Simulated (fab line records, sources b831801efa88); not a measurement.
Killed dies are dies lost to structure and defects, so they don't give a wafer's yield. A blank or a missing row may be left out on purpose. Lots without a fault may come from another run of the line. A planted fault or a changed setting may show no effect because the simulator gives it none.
A struck lot beside a sound one | flow sfq_line | 14 steps out of a route of 325
Sound: wafers L368.1, L368.2, L368.3. Struck: wafers L380.2, L380.3, L380.6. The cause comes at the end.
At each step with rows: each side's tool, then ch and its chambers, then its first start. Under that, the readings that differ: sound wafers | struck wafers | difference of the means | sigmas: that difference in standard deviations of wafers without a fault.
alike: readings whose means differ by less than 2 such deviations, and words and numbers that are the same on both sides. not compared: withheld readings, readings that some wafer has no value for, bounds like >300 that may hide the same value, and numbers for which the record gives no deviation and whose values overlap.
The two part at a step that has a row with sigmas, a row that says differs or no value, or rows on one side only. Numbers that don't overlap but have no deviation are shown without sigmas and don't part them. A reading that every wafer of one side lacks parts them only if that side has two wafers or more.

first, 1 step without rows for these wafers: SFQ_TRILAYER_M0_BARC_OPEN_METAL_ETCH_031 (etches BARC in O2, target depth 125 nm, time 41.7 s).
SFQ_TRILAYER_M0_ETCH_METAL_ETCH_024: etches Nb in Cl2/Ar, stops on SiO2, target depth 240 nm, time 120 s.
  sound on rie_metal-03 ch 0,1, day 7 00:37; struck on rie_metal-02 ch 0,1, day 10 00:54
  alike: drypump_motor_current_A, oes_product_au, rf_fwd_power_W
  not compared: rf_hours_counter_h
SFQ_TRILAYER_M0_STRIP_STRIP_025: strips in O2.
  sound on rie_metal-03 ch 0,1, day 7 00:44; struck on rie_metal-02 ch 0,1, day 10 01:02
  alike: drypump_motor_current_A, oes_product_au, platen_temp_c
  not compared: rf_hours_counter_h
then, 1 step without rows for these wafers: SFQ_TRILAYER_M0_STRIP_SOLV_CLEAN_026 (cleans in NMP, time 600 s).
SFQ_TRILAYER_I0_DEP_PECVD_027: deposits SiO2 from SiH4/N2O, time 111.11 s, target thk 500 nm.
  sound on pecvd-02 ch 0,1,2, day 7 01:32; struck on pecvd-01 ch 0,2, day 10 01:48
  alike: heater_power_w, rf_fwd_power_W, throttle_valve_pct
  not compared: since_wet_clean_h
SFQ_TRILAYER_I0_CMP_CMP_028: polishes SiO2.
  sound on cmp-01 ch 1,2,3, day 7 11:40; struck on cmp-01 ch 0,2,3, day 10 12:10
  alike: head_pressure_psi, motor_current_A, retaining_ring_pressure_frac, slurry_flow_ml_min, time_to_endpoint_s
SFQ_I0_BOW_MEAS_907:
  sound on film_metro-04, day 7 14:10; struck on film_metro-02, day 10 14:11
  alike: I0_BOW
SFQ_TRILAYER_I0_METRO_MEASURE_029:
  sound on film_metro-04, day 7 14:17; struck on film_metro-02, day 10 14:29
  alike: thk_nm
then, 4 steps without rows for these wafers: SFQ_TRILAYER_I0_VIA_LITHO_COAT_036 (resist thk 62 nm); SFQ_TRILAYER_I0_VIA_LITHO_COAT_031 (resist thk 650 nm); SFQ_TRILAYER_I0_VIA_LITHO_SOFTBAKE_035; SFQ_TRILAYER_I0_VIA_LITHO_EXPOSE_032 (exposes mask I0, target cd 500 nm).
-- the record jumps here: 4 days lie between the struck wafers' starts before and after --
SFQ_TRILAYER_I0_VIA_LITHO_PEB_034: peb time 60 s.
  sound on litho_track-03 ch 0, day 10 17:47; struck on litho_track-02, day 14 04:10
  no value came back on the struck wafers for chill_plate_temp_C (C), exhaust_pa (Pa); on the sound wafers chill_plate_temp_C (C) reads 22.95 23.14 23.08
then, 1 step without rows for these wafers: SFQ_TRILAYER_I0_VIA_LITHO_DEVELOP_033 (time 60 s).

WHERE THEY PART
Only at SFQ_TRILAYER_I0_VIA_LITHO_PEB_034, within this record.

WHY: what the simulator had put in
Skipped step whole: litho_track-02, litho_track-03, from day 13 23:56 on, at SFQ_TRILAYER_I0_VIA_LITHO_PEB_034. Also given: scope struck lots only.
